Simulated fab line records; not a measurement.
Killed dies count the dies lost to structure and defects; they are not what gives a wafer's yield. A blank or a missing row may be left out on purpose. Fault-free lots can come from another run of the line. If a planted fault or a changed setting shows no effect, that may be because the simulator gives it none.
Which tool is to blame? :: flow sky130 :: 24 lots with 72 wafers sampled at 5 steps, on a route of 708 steps

## WHAT THE GAUGES READ, wafer by wafer
SKY_RES_PROTECT_TW_MEAS_08.
lot: L074
measured: day 14 21:13
on: film_metro-02
POLY_GATE_TW: 4029 4048 4032

lot: L075
measured: day 15 00:49
on: film_metro-03
POLY_GATE_TW: 4080 4050 4076

lot: L076
measured: day 15 21:37
on: film_metro-04
POLY_GATE_TW: 4033 4057 4047

lot: L077
measured: day 15 21:58
on: film_metro-04
POLY_GATE_TW: 4049 4047 4044

lot: L078
measured: day 16 03:10
on: film_metro-02
POLY_GATE_TW: 4027 4040 4013

lot: L079
measured: day 16 23:40
on: film_metro-02
POLY_GATE_TW: 4017 4009 4017

lot: L080
measured: day 17 01:08
on: film_metro-02
POLY_GATE_TW: 4019 4030 4055

lot: L081
measured: day 17 09:34
on: film_metro-04
POLY_GATE_TW: 4020 4039 4021

lot: L082
measured: day 17 19:22
on: film_metro-03
POLY_GATE_TW: 4089 4072 4097

lot: L083
measured: day 18 11:41
on: film_metro-04
POLY_GATE_TW: 4023 4025 4027

lot: L084
measured: day 18 13:40
on: film_metro-04
POLY_GATE_TW: 4034 4039 4052

lot: L085
measured: day 18 18:33
on: film_metro-03
POLY_GATE_TW: 4080 4066 4079

lot: L086
measured: day 19 11:31
on: film_metro-04
POLY_GATE_TW: 4031 4047 4052

lot: L087
measured: day 19 20:27
on: film_metro-02
POLY_GATE_TW: 3997 3976 3996

lot: L088
measured: day 20 06:00
on: film_metro-02
POLY_GATE_TW: 4012 4034 4027

lot: L089
measured: day 22 11:43
on: film_metro-02
POLY_GATE_TW: 4007 4025 4040

lot: L090
measured: day 22 11:45
on: film_metro-03
POLY_GATE_TW: 4092 4086 4106

lot: L091
measured: day 22 12:00
on: film_metro-02
POLY_GATE_TW: 3970 4007 3984

lot: L092
measured: day 22 12:19
on: film_metro-02
POLY_GATE_TW: 3995 4014 4022

lot: L093
measured: day 22 12:22
on: film_metro-03
POLY_GATE_TW: 4095 4093 4106

lot: L095
measured: day 22 14:46
on: film_metro-02
POLY_GATE_TW: 4022 4042 4014

lot: L094
measured: day 22 19:10
on: film_metro-02
POLY_GATE_TW: 3992 3988 4014

lot: L096
measured: day 23 02:04
on: film_metro-04
POLY_GATE_TW: 4046 4041 4043

lot: L097
measured: day 23 16:10
on: film_metro-02
POLY_GATE_TW: 4043 4046 4015

SKY_SD_N_TW_MEAS_12.
lot: L074
measured: day 27 18:28
on: film_metro-03
SD_N_TW: 4033 4038 4059

lot: L075
measured: day 28 04:16
on: film_metro-01
SD_N_TW: 3968 3954 3925

lot: L076
measured: day 28 16:58
on: film_metro-01
SD_N_TW: 3957 3960 3957

lot: L077
measured: day 28 17:07
on: film_metro-04
SD_N_TW: 3984 4002 3999

lot: L078
measured: day 29 02:05
on: film_metro-04
SD_N_TW: 3995 4003 3992

lot: L079
measured: day 29 17:32
on: film_metro-01
SD_N_TW: 3931 3936 3953

lot: L080
measured: day 29 18:46
on: film_metro-03
SD_N_TW: 4018 4014 4020

lot: L081
measured: day 30 03:38
on: film_metro-01
SD_N_TW: 3966 3959 3938

lot: L082
measured: day 30 08:08
on: film_metro-03
SD_N_TW: 4030 4047 4045

lot: L083
measured: day 31 01:14
on: film_metro-01
SD_N_TW: 3949 3955 3962

lot: L084
measured: day 31 06:41
on: film_metro-01
SD_N_TW: 3979 3973 3956

lot: L085
measured: day 31 07:46
on: film_metro-03
SD_N_TW: 4007 4025 4017

lot: L086
measured: day 32 00:17
on: film_metro-04
SD_N_TW: 4025 4025 4016

lot: L087
measured: day 32 09:04
on: film_metro-03
SD_N_TW: 4023 4003 4016

lot: L088
measured: day 32 15:13
on: film_metro-03
SD_N_TW: 4006 4016 3988

lot: L089
measured: day 34 13:37
on: film_metro-01
SD_N_TW: 3929 3927 3933

lot: L090
measured: day 34 14:17
on: film_metro-01
SD_N_TW: 3955 3977 3983

lot: L091
measured: day 34 18:10
on: film_metro-01
SD_N_TW: 3978 3958 3955

lot: L092
measured: day 34 16:04
on: film_metro-01
SD_N_TW: 3922 3916 3929

lot: L093
measured: day 34 17:52
on: film_metro-04
SD_N_TW: 4048 4031 4022

lot: L095
measured: day 34 20:11
on: film_metro-01
SD_N_TW: 3912 3950 3937

lot: L094
measured: day 34 21:20
on: film_metro-03
SD_N_TW: 4003 4011 4016

lot: L096
measured: day 35 00:08
on: film_metro-03
SD_N_TW: 3983 4023 4005

lot: L097
measured: day 35 12:08
on: film_metro-03
SD_N_TW: 4000 3982 4010

SKY_LOCAL_INTERCONNECT_OVL_MEAS_12.
lot: L074
measured: day 30 04:47
on: overlay-01
LOCAL_INTERCONNECT_OVL (nm): 1 1 4

lot: L075
measured: day 30 14:17
on: overlay-01
LOCAL_INTERCONNECT_OVL (nm): -1 -13 -3

lot: L076
measured: day 31 02:37
on: overlay-02
LOCAL_INTERCONNECT_OVL (nm): 4 3 0

lot: L077
measured: day 31 03:05
on: overlay-02
LOCAL_INTERCONNECT_OVL (nm): -8 -9 -7

lot: L078
measured: day 31 11:05
on: overlay-02
LOCAL_INTERCONNECT_OVL (nm): -3 -11 6

lot: L079
measured: day 32 02:56
on: overlay-02
LOCAL_INTERCONNECT_OVL (nm): 8 5 3

lot: L080
measured: day 32 04:59
on: overlay-01
LOCAL_INTERCONNECT_OVL (nm): 10 9 -4

lot: L081
measured: day 32 13:02
on: overlay-02
LOCAL_INTERCONNECT_OVL (nm): 5 8 -3

lot: L082
measured: day 32 16:59
on: overlay-02
LOCAL_INTERCONNECT_OVL (nm): 5 -1 4

lot: L083
measured: day 33 09:09
on: overlay-02
LOCAL_INTERCONNECT_OVL (nm): -5 8 -5

lot: L084
measured: day 33 14:32
on: overlay-02
LOCAL_INTERCONNECT_OVL (nm): 6 0 7

lot: L085
measured: day 33 15:41
on: overlay-01
LOCAL_INTERCONNECT_OVL (nm): -1 -4 -4

lot: L086
measured: day 34 09:05
on: overlay-01
LOCAL_INTERCONNECT_OVL (nm): -4 2 4

lot: L087
measured: day 34 16:59
on: overlay-01
LOCAL_INTERCONNECT_OVL (nm): 12 6 4

lot: L088
measured: day 34 23:05
on: overlay-01
LOCAL_INTERCONNECT_OVL (nm): -3 3 -5

lot: L089
measured: day 36 20:20
on: overlay-02
LOCAL_INTERCONNECT_OVL (nm): 0 0 -1

lot: L090
measured: day 36 21:05
on: overlay-02
LOCAL_INTERCONNECT_OVL (nm): -13 -4 -10

lot: L091
measured: day 37 02:10
on: overlay-02
LOCAL_INTERCONNECT_OVL (nm): -5 -1 -1

lot: L092
measured: day 36 23:26
on: overlay-02
LOCAL_INTERCONNECT_OVL (nm): 6 1 -1

lot: L093
measured: day 37 01:49
on: overlay-01
LOCAL_INTERCONNECT_OVL (nm): -2 -4 2

lot: L095
measured: day 37 03:35
on: overlay-02
LOCAL_INTERCONNECT_OVL (nm): -4 -11 -4

lot: L094
measured: day 37 05:29
on: overlay-01
LOCAL_INTERCONNECT_OVL (nm): -6 -2 4

lot: L096
measured: day 37 07:05
on: overlay-01
LOCAL_INTERCONNECT_OVL (nm): 0 2 4

lot: L097
measured: day 37 17:11
on: overlay-01
LOCAL_INTERCONNECT_OVL (nm): 2 -6 2

SKY_METAL1_OVL_MEAS_16.
lot: L074
measured: day 32 13:59
on: overlay-02
METAL1_OVL (nm): -4 3 1

lot: L075
measured: day 33 00:24
on: overlay-02
METAL1_OVL (nm): -11 -9 -5

lot: L076
measured: day 33 11:29
on: overlay-02
METAL1_OVL (nm): 5 -1 -2

lot: L077
measured: day 33 11:50
on: overlay-02
METAL1_OVL (nm): 5 12 1

lot: L078
measured: day 33 20:41
on: overlay-01
METAL1_OVL (nm): -5 -7 -4

lot: L079
measured: day 34 10:20
on: overlay-01
METAL1_OVL (nm): 6 -2 2

lot: L080
measured: day 34 13:32
on: overlay-01
METAL1_OVL (nm): -8 -7 -1

lot: L081
measured: day 34 20:26
on: overlay-02
METAL1_OVL (nm): -6 -3 -4

lot: L082
measured: day 35 00:47
on: overlay-01
METAL1_OVL (nm): 3 1 0

lot: L083
measured: day 35 17:59
on: overlay-01
METAL1_OVL (nm): 2 4 3

lot: L084
measured: day 35 22:51
on: overlay-02
METAL1_OVL (nm): -2 -3 -3

lot: L085
measured: day 36 00:08
on: overlay-01
METAL1_OVL (nm): 7 9 7

lot: L086
measured: day 36 17:50
on: overlay-02
METAL1_OVL (nm): -3 0 3

lot: L087
measured: day 37 00:56
on: overlay-02
METAL1_OVL (nm): -3 -5 1

lot: L088
measured: day 37 06:26
on: overlay-01
METAL1_OVL (nm): 5 6 0

lot: L089
measured: day 38 19:44
on: overlay-02
METAL1_OVL (nm): -2 -1 -1

lot: L090
measured: day 38 23:18
on: overlay-01
METAL1_OVL (nm): 2 3 1

lot: L091
measured: day 39 05:50
on: overlay-01
METAL1_OVL (nm): -3 -5 5

lot: L092
measured: day 39 02:38
on: overlay-02
METAL1_OVL (nm): -11 -6 -7

lot: L093
measured: day 39 04:50
on: overlay-02
METAL1_OVL (nm): -4 10 -1

lot: L095
measured: day 39 06:32
on: overlay-01
METAL1_OVL (nm): 0 -2 3

lot: L094
measured: day 39 08:03
on: overlay-02
METAL1_OVL (nm): 4 11 4

lot: L096
measured: day 39 08:44
on: overlay-02
METAL1_OVL (nm): -2 -2 1

lot: L097
measured: day 39 18:38
on: overlay-02
METAL1_OVL (nm): 4 -6 -1

## TOOL THAT RAN EACH LOT (tool first, then ch and the chambers of the sampled wafers, then the start)
lot: L074
SKY_LDD_HVP_STRIP_09: plasma_asher-03 ch 0,1, day 21 10:29

lot: L075
SKY_LDD_HVP_STRIP_09: plasma_asher-01 ch 0,1, day 21 22:14

lot: L076
SKY_LDD_HVP_STRIP_09: plasma_asher-03 ch 0,1, day 22 10:59

lot: L077
SKY_LDD_HVP_STRIP_09: plasma_asher-02 ch 0, day 22 10:59

lot: L078
SKY_LDD_HVP_STRIP_09: plasma_asher-02 ch 0,1, day 22 20:44

lot: L079
SKY_LDD_HVP_STRIP_09: plasma_asher-01 ch 0,1, day 23 15:02

lot: L080
SKY_LDD_HVP_STRIP_09: plasma_asher-01 ch 0,1, day 23 16:16

lot: L081
SKY_LDD_HVP_STRIP_09: plasma_asher-01 ch 0,1, day 24 01:23

lot: L082
SKY_LDD_HVP_STRIP_09: plasma_asher-03 ch 0,1, day 24 07:11

lot: L083
SKY_LDD_HVP_STRIP_09: plasma_asher-01 ch 0,1, day 25 01:02

lot: L084
SKY_LDD_HVP_STRIP_09: plasma_asher-01 ch 0,1, day 25 05:19

lot: L085
SKY_LDD_HVP_STRIP_09: plasma_asher-03 ch 0,1, day 25 08:53

lot: L086
SKY_LDD_HVP_STRIP_09: plasma_asher-03 ch 1, day 26 01:02

lot: L087
SKY_LDD_HVP_STRIP_09: plasma_asher-02 ch 0,1, day 26 10:47

lot: L088
SKY_LDD_HVP_STRIP_09: plasma_asher-01 ch 0,1, day 26 17:08

lot: L089
SKY_LDD_HVP_STRIP_09: plasma_asher-01 ch 0,1, day 28 19:14

lot: L090
SKY_LDD_HVP_STRIP_09: plasma_asher-01 ch 0,1, day 28 21:05

lot: L091
SKY_LDD_HVP_STRIP_09: plasma_asher-01 ch 0,1, day 28 22:32

lot: L092
SKY_LDD_HVP_STRIP_09: plasma_asher-03 ch 0,1, day 28 21:29

lot: L093
SKY_LDD_HVP_STRIP_09: plasma_asher-02 ch 0,1, day 28 21:47

lot: L095
SKY_LDD_HVP_STRIP_09: plasma_asher-03 ch 0,1, day 29 02:38

lot: L094
SKY_LDD_HVP_STRIP_09: plasma_asher-02 ch 0,1, day 29 03:32

lot: L096
SKY_LDD_HVP_STRIP_09: plasma_asher-01 ch 0,1, day 29 05:50

lot: L097
SKY_LDD_HVP_STRIP_09: plasma_asher-01 ch 0,1, day 29 19:53
- SKY_LDD_HVP_STRIP_09: strips in O2/N2.

## WHAT THE TOOLS THEMSELVES READ (means of the sampled wafers that have a number; where no wafer has one, the mark that the record gives instead)
SKY_LDD_HVP_STRIP_09.
lot: L074
tool: plasma_asher-03
drypump_motor_current_A (A): 5.5
oes_product_au (a.u.): 0.409
strip_time_to_endpoint_s (s): 4.123

lot: L075
tool: plasma_asher-01
drypump_motor_current_A (A): 5.2
oes_product_au (a.u.): 0.405
strip_time_to_endpoint_s (s): 4.122

lot: L076
tool: plasma_asher-03
drypump_motor_current_A (A): 5.5
oes_product_au (a.u.): 0.404
strip_time_to_endpoint_s (s): 4.122

lot: L077
tool: plasma_asher-02
drypump_motor_current_A (A): 5.8
oes_product_au (a.u.): 0.407
strip_time_to_endpoint_s (s): 4.134

lot: L078
tool: plasma_asher-02
drypump_motor_current_A (A): 5.7
oes_product_au (a.u.): 0.412
strip_time_to_endpoint_s (s): 4.130

lot: L079
tool: plasma_asher-01
drypump_motor_current_A (A): 5.3
oes_product_au (a.u.): 0.409
strip_time_to_endpoint_s (s): 4.118

lot: L080
tool: plasma_asher-01
drypump_motor_current_A (A): 5.3
oes_product_au (a.u.): 0.410
strip_time_to_endpoint_s (s): 4.132

lot: L081
tool: plasma_asher-01
drypump_motor_current_A (A): 5.3
oes_product_au (a.u.): 0.407
strip_time_to_endpoint_s (s): 4.121

lot: L082
tool: plasma_asher-03
drypump_motor_current_A (A): 5.5
oes_product_au (a.u.): 0.409
strip_time_to_endpoint_s (s): 4.142

lot: L083
tool: plasma_asher-01
drypump_motor_current_A (A): 5.3
oes_product_au (a.u.): 0.408
strip_time_to_endpoint_s (s): 4.143

lot: L084
tool: plasma_asher-01
drypump_motor_current_A (A): 5.3
oes_product_au (a.u.): 0.407
strip_time_to_endpoint_s (s): 4.131

lot: L085
tool: plasma_asher-03
drypump_motor_current_A (A): 5.5
oes_product_au (a.u.): 0.403
strip_time_to_endpoint_s (s): 4.116

lot: L086
tool: plasma_asher-03
drypump_motor_current_A (A): 5.9
oes_product_au (a.u.): 0.412
strip_time_to_endpoint_s (s): 4.129

lot: L087
tool: plasma_asher-02
drypump_motor_current_A (A): 5.7
oes_product_au (a.u.): 0.406
strip_time_to_endpoint_s (s): 4.130

lot: L088
tool: plasma_asher-01
drypump_motor_current_A (A): 5.3
oes_product_au (a.u.): 0.410
strip_time_to_endpoint_s (s): 4.127

lot: L089
tool: plasma_asher-01
drypump_motor_current_A (A): 5.3
oes_product_au (a.u.): 0.401
strip_time_to_endpoint_s (s): 4.138

lot: L090
tool: plasma_asher-01
drypump_motor_current_A (A): 5.3
oes_product_au (a.u.): 0.407
strip_time_to_endpoint_s (s): 4.123

lot: L091
tool: plasma_asher-01
drypump_motor_current_A (A): 5.3
oes_product_au (a.u.): 0.406
strip_time_to_endpoint_s (s): 4.138

lot: L092
tool: plasma_asher-03
drypump_motor_current_A (A): 5.5
oes_product_au (a.u.): 0.406
strip_time_to_endpoint_s (s): 4.139

lot: L093
tool: plasma_asher-02
drypump_motor_current_A (A): 5.6
oes_product_au (a.u.): 0.408
strip_time_to_endpoint_s (s): 4.135

lot: L095
tool: plasma_asher-03
drypump_motor_current_A (A): 5.2
oes_product_au (a.u.): 0.412
strip_time_to_endpoint_s (s): 4.121

lot: L094
tool: plasma_asher-02
drypump_motor_current_A (A): 5.7
oes_product_au (a.u.): 0.411
strip_time_to_endpoint_s (s): 4.144

lot: L096
tool: plasma_asher-01
drypump_motor_current_A (A): 5.3
oes_product_au (a.u.): 0.414
strip_time_to_endpoint_s (s): 4.135

lot: L097
tool: plasma_asher-01
drypump_motor_current_A (A): 5.3
oes_product_au (a.u.): 0.406
strip_time_to_endpoint_s (s): 4.144

## THE ANSWER, worked out from the rows above alone
Rule: what is usual is taken from the lots themselves. Put in order of their means at a reading, lots are off if they are a third of the lots or fewer, leave a main group of 4 or more, and stand apart from it by a gap of 3 or more times the standard deviation of the main group's means; of several such gaps the widest counts. A main group is skipped when, at the precision printed for the reading in the tables above, its means are all equal. A lot without any number at a reading at which 4 lots or more have one is off too. All remaining lots with rows at the step are treated as sound. After the gauges, taken in route order, come the tools' own readings; for these a lot's mean is taken, as printed above. At the first step where some lot is off, the reading lying furthest off is the one used; lots without a number count as furthest.
No lot is off at any reading shown: from this, nothing can be told.

## WHAT THE SIMULATOR PUT IN
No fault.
